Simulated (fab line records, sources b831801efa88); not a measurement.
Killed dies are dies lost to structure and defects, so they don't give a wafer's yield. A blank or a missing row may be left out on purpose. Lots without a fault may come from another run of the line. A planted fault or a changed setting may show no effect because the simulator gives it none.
Chamber matching | flow sky130 | SKY_FIELD_ISO_ETCH_17 on rie_si-02: 4 sister chambers
The step etches Si in HBr/Cl2/O2, target depth 342 nm, time 97.7 s. 4 wafers are shown with their chamber, then 12 later ones without.

WAFERS WITH THEIR CHAMBER
wafer  | chamber | drypump_motor_current_A (A)
L090.1 | 2       | 6.4
L090.6 | 1       | 6.0
L092.5 | 0       | 5.7
L092.6 | 3       | 5.0

WAFERS WITHOUT THEIR CHAMBER
wafer  | drypump_motor_current_A (A)
L093.1 | 4.9
L093.4 | 5.8
L093.6 | 6.0
L094.1 | 5.7
L094.2 | 5.0
L094.6 | 4.9
L095.1 | 6.0
L095.3 | 4.9
L095.6 | 6.0
L096.1 | 6.0
L096.2 | 4.9
L096.5 | 6.0

WHICH CHAMBER EACH WENT THROUGH
wafer  | from the rows above     | in truth
L093.1 | 3                       | 3
L093.4 | can't be placed: 0 or 1 | 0
L093.6 | 1                       | 1
L094.1 | 0                       | 0
L094.2 | 3                       | 3
L094.6 | 3                       | 3
L095.1 | 1                       | 1
L095.3 | 3                       | 3
L095.6 | 1                       | 1
L096.1 | 1                       | 1
L096.2 | 3                       | 3
L096.5 | 1                       | 1
Placed correctly: 11 of 12. Can't be placed from these rows: 1 (the true chamber is among the candidates in 1). Placed wrongly: 0.
How it was worked out, from the rows above alone: a wafer's distance from a chamber is the root of the sum, over the readings, of the square of ((its reading less the chamber's mean) divided by the reading's scatter). The wafer belongs to the nearest chamber; if the next one is less than 2 further off, it can't be placed. A chamber's mean is the mean of its shown wafers. The scatter: with one shown wafer a chamber, the root of the mean of the squares of how far each hidden wafer lies from its nearest shown one.
